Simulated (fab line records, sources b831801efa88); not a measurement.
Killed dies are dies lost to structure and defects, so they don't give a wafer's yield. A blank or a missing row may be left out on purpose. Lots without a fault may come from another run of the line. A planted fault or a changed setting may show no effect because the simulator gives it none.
Which tool did it? | flow gf180mcu | 14 lots, 42 wafers sampled, at 4 steps of a route of 602

WHAT THE GAUGES READ, wafer by wafer
GF_M1_CD_MEAS_14: target cd 230 nm.
lot  | measured     | on        | cd_nm (nm)
L439 | day 17 04:25 | cd_sem-02 | 228.8 227.9 228.8
L441 | day 17 16:00 | cd_sem-02 | 229.6 229.3 229.7
L443 | day 18 04:03 | cd_sem-02 | 228.5 228.5 228.7
L444 | day 18 11:56 | cd_sem-02 | 229.0 227.1 228.5
L446 | day 20 02:33 | cd_sem-02 | 228.9 229.7 228.5
L450 | day 21 09:54 | cd_sem-01 | - - -
L449 | day 21 13:34 | cd_sem-02 | - - -
L454 | day 22 12:02 | cd_sem-01 | 227.7 228.2 226.8
L455 | day 22 16:43 | cd_sem-02 | 229.2 229.7 228.5
L457 | day 23 12:05 | cd_sem-01 | 231.2 230.9 230.2
L459 | day 24 12:42 | cd_sem-01 | 230.1 229.7 230.6
L461 | day 24 23:02 | cd_sem-01 | 229.4 228.7 230.3
L460 | day 24 23:58 | cd_sem-01 | 232.2 231.7 234.1
L462 | day 25 19:52 | cd_sem-01 | 231.0 230.1 229.1

WHICH TOOL RAN EACH LOT (tool, then ch and the chambers of the sampled wafers, then the start)
lot  | GF_CONTACT_CVD_24             | GF_M1_SPUTTER_03             | GF_M1_EXPOSE_11
L439 | cvd_w-02 ch 0,1, day 16 05:11 | pvd_sputter-02, day 16 05:53 | krf_scanner-02 ch 0, day 16 17:25
L441 | cvd_w-02 ch 0,1, day 16 16:18 | pvd_sputter-04, day 16 17:02 | krf_scanner-01 ch 0, day 17 04:35
L443 | cvd_w-01 ch 0,1, day 17 04:49 | pvd_sputter-01, day 17 05:34 | krf_scanner-02 ch 0, day 17 17:03
L444 | cvd_w-02 ch 0,1, day 17 11:44 | pvd_sputter-02, day 17 12:26 | krf_scanner-01 ch 0, day 17 23:53
L446 | cvd_w-01 ch 0, day 19 00:46   | pvd_sputter-02, day 19 01:30 | krf_scanner-01 ch 0, day 19 14:31
L450 | cvd_w-02 ch 0,1, day 20 09:45 | pvd_sputter-01, day 20 10:29 | krf_scanner-01, day 20 22:26
L449 | cvd_w-01 ch 0,1, day 20 12:37 | pvd_sputter-02, day 20 13:21 | krf_scanner-01, day 21 01:30
L454 | cvd_w-02 ch 0,1, day 21 12:22 | pvd_sputter-01, day 21 13:07 | krf_scanner-01 ch 0, day 22 00:55
L455 | cvd_w-01 ch 0,1, day 21 17:10 | pvd_sputter-01, day 21 17:54 | krf_scanner-01 ch 0, day 22 05:02
L457 | cvd_w-02 ch 0,1, day 22 12:08 | pvd_sputter-01, day 22 12:50 | krf_scanner-02 ch 0, day 23 00:38
L459 | cvd_w-01 ch 0,1, day 23 13:26 | pvd_sputter-01, day 23 14:10 | krf_scanner-02 ch 0, day 24 01:31
L461 | cvd_w-02 ch 0,1, day 24 00:16 | pvd_sputter-01, day 24 00:59 | krf_scanner-01 ch 0, day 24 12:38
L460 | cvd_w-01 ch 1, day 24 00:58   | pvd_sputter-04, day 24 01:43 | krf_scanner-01 ch 0, day 24 13:07
L462 | cvd_w-02 ch 0, day 24 21:47   | pvd_sputter-04, day 24 22:32 | krf_scanner-02 ch 0, day 25 09:24
- GF_CONTACT_CVD_24: deposits W, target thk 300 nm, time 90.339 s.
- GF_M1_SPUTTER_03: material Ti, target thk 10 nm, time 6.7 s.
- GF_M1_EXPOSE_11: exposes mask Metal1, target cd 230 nm.

WHAT THE TOOLS THEMSELVES READ (means of the sampled wafers that have a number; where no wafer has one, the mark that the record gives instead)
GF_CONTACT_CVD_24.
lot  | tool     | chamber_pressure_Torr (Torr) | heater_power_w (W)
L439 | cvd_w-02 | 40.11                        | 890
L441 | cvd_w-02 | 39.99                        | 879
L443 | cvd_w-01 | 39.96                        | 857
L444 | cvd_w-02 | 39.98                        | 831
L446 | cvd_w-01 | 40.02                        | 962
L450 | cvd_w-02 | 40.05                        | 833
L449 | cvd_w-01 | 40.02                        | 878
L454 | cvd_w-02 | 40.04                        | 886
L455 | cvd_w-01 | 39.97                        | 897
L457 | cvd_w-02 | 40.01                        | 847
L459 | cvd_w-01 | 40.16                        | 893
L461 | cvd_w-02 | 39.95                        | 890
L460 | cvd_w-01 | 40.06                        | 763
L462 | cvd_w-02 | 39.91                        | 935

GF_M1_SPUTTER_03.
lot  | tool           | cathode_dc_power_W (W) | throttle_valve_pct (%)
L439 | pvd_sputter-02 | 3000.3                 | 29.9
L441 | pvd_sputter-04 | 3000.3                 | 31.0
L443 | pvd_sputter-01 | 2999.9                 | 29.3
L444 | pvd_sputter-02 | 2999.9                 | 28.9
L446 | pvd_sputter-02 | 2999.8                 | 28.7
L450 | pvd_sputter-01 | 3000.6                 | 30.2
L449 | pvd_sputter-02 | 2999.5                 | 29.7
L454 | pvd_sputter-01 | 3000.5                 | 30.4
L455 | pvd_sputter-01 | 2999.9                 | 29.6
L457 | pvd_sputter-01 | 3000.1                 | 29.9
L459 | pvd_sputter-01 | 3000.6                 | 29.7
L461 | pvd_sputter-01 | 2999.7                 | 29.3
L460 | pvd_sputter-04 | 2999.6                 | 30.1
L462 | pvd_sputter-04 | 3000.2                 | 30.2

GF_M1_EXPOSE_11.
lot  | tool           | exposure_dose_mJ_cm2 | focus_offset_nm (nm) | stage_vel_mm_s (mm/s)
L439 | krf_scanner-02 | 27.85                | 1.0                  | 499.97
L441 | krf_scanner-01 | 27.97                | -0.4                 | 499.61
L443 | krf_scanner-02 | 27.88                | 0.8                  | 499.98
L444 | krf_scanner-01 | 27.99                | 0.0                  | 500.07
L446 | krf_scanner-01 | 28.02                | -0.1                 | 499.67
L450 | krf_scanner-01 | -                    | -                    | -
L449 | krf_scanner-01 | -                    | -                    | -
L454 | krf_scanner-01 | 27.94                | 0.3                  | 499.85
L455 | krf_scanner-01 | 27.98                | 0.4                  | 500.18
L457 | krf_scanner-02 | 27.84                | 1.0                  | 499.84
L459 | krf_scanner-02 | 27.84                | -0.3                 | 499.98
L461 | krf_scanner-01 | 28.00                | 0.7                  | 499.65
L460 | krf_scanner-01 | 27.94                | 0.2                  | 499.78
L462 | krf_scanner-02 | 27.81                | 0.3                  | 500.11

THE ANSWER, worked out from the rows above alone
Rule: what is usual is taken from the lots themselves. Put in order of their means at a reading, lots are off if they are a third of the lots or fewer, leave a main group of 4 or more, and stand apart from it by a gap of 3 or more times the standard deviation of the main group's means; of several such gaps the widest counts. A main group whose means are all the same, to the digits that the tables above print for the reading, isn't used. A lot without any number at a reading at which 4 lots or more have one is off too. The other lots that the step has rows for count as sound. The gauges are gone through in route order, then the tools' own readings, and for those a lot's mean is taken as printed above. The first step at which some lot is off is used, and at that step the reading that is off furthest; a lot without a number counts as furthest.
Off: L450, L449, at GF_M1_CD_MEAS_14 (cd_nm). Without a number there: L450, L449. The main group: mean 229.5 nm, standard deviation 1.3.
A tool fits if, at a process step before that reading, it ran every lot that is off, and no sound lot after the first of them. The gauges at GF_M1_CD_MEAS_14 aren't tried: what is off there is off at GF_M1_EXPOSE_11 too, on other tools, and a gauge's error can't cause that. None of those tried fits.

WHAT THE SIMULATOR HAD PUT IN
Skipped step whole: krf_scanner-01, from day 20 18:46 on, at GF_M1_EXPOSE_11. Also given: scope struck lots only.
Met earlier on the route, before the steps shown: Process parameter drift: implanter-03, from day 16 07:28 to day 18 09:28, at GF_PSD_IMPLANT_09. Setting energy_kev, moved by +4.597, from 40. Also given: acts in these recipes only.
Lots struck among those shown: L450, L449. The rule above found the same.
